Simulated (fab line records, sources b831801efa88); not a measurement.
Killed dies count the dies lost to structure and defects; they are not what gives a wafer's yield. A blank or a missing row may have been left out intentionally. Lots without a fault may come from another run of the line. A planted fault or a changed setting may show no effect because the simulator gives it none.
2 desks, one fault | flow sky130 | each desk holds nothing but its own numbers, with what lay behind them at the end

## AT THE TOOL OWNER'S DESK: rie_diel-04
The tool's own readings at SKY_LI_CONTACT_ETCH_14 (etches BARC in N2/H2, stops on SiO2, time 45.9 s, target depth 60 nm): means of the sampled wafers that have a number, for each lot that ran on this tool. If a lot's mean is further than 4 standard deviations from the usual mean, the lot is out of limits and carries the mark OUT (the distance appears in the brackets).
Columns: A = chamber_pressure_mTorr at SKY_LI_CONTACT_ETCH_14, usual 29.999 mTorr; B = drypump_motor_current_A at SKY_LI_CONTACT_ETCH_14, usual 5.7 A; C = n2_flow_sccm at SKY_LI_CONTACT_ETCH_14, usual 99.99 sccm; D = oes_product_au at SKY_LI_CONTACT_ETCH_14, usual 0.856 a.u.; E = run_length_s at SKY_LI_CONTACT_ETCH_14, usual 74.1 s; F = throttle_valve_pct at SKY_LI_CONTACT_ETCH_14, usual 13.226 %
lot  | first seen here | A      | B   | C      | D                | E              | F
L468 | day 30 00:40    | 29.994 | 5.7 | 100.05 | 0.856            | 74.3           | 13.238
L471 | day 31 00:37    | 30.000 | 5.9 | 100.07 | 0.856            | 74.5           | 13.220
L474 | day 31 23:22    | 29.990 | 5.9 | 99.80  | 0.926 (+14) OUT  | 57.0 (-39) OUT | 13.232
L478 | day 33 09:31    | 30.013 | 6.0 | 100.13 | 0.905 (+9.4) OUT | 63.2 (-25) OUT | 13.223
L487 | day 36 09:04    | 30.019 | 5.7 | 100.03 | 0.855            | 73.5           | 13.229
This desk's finding: out of limits on L474, L478; first on L474, day 31 23:22 (oes_product_au at SKY_LI_CONTACT_ETCH_14). L468, L471, L487: within limits.

## THE METROLOGY DESK
What the gauges read for every lot (on any tool): the sampled wafers with a number, averaged. If a lot's mean is further than 4 standard deviations from the usual mean, the lot is out of limits and carries the mark OUT (the distance appears in the brackets).
Columns: A = RES_XHIGH_RS at SKY_SD_N_RS_MEAS_18, usual 333.6 ohm/sq
lot  | first seen here | A
L466 | day 27 16:13    | 332.9
L467 | day 28 01:04    | 335.4
L468 | day 28 19:30    | 334.8
L471 | day 29 20:02    | 333.5
L472 | day 30 07:14    | 334.2
L474 | day 30 19:22    | 332.8
L478 | day 32 07:02    | 331.9
L483 | day 33 16:46    | 333.1
L485 | day 34 07:23    | 334.1
L487 | day 35 06:29    | 334.5
L489 | day 35 14:11    | 332.7
This desk's finding: nothing out of limits on any of the 11 lots.

## BROUGHT TOGETHER
At day 31 23:22, on L474, L478, the tool owner's desk was in a position to raise an alarm.
At the metrology desk, nothing out of limits was observed.
The metrology desk holds a record of L474, L478, inside its limits.
The lots listed all ran SKY_LI_CONTACT_ETCH_14 on rie_diel-04.

## WHAT THE SIMULATOR HAD PUT IN
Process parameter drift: rie_diel-04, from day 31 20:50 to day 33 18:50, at SKY_LI_CONTACT_ETCH_14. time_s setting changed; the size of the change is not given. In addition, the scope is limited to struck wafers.
Lots struck among those shown: L474, L478.
Time in hours from fault onset to the first out-of-limits reading at each desk: the tool owner's desk, 3.
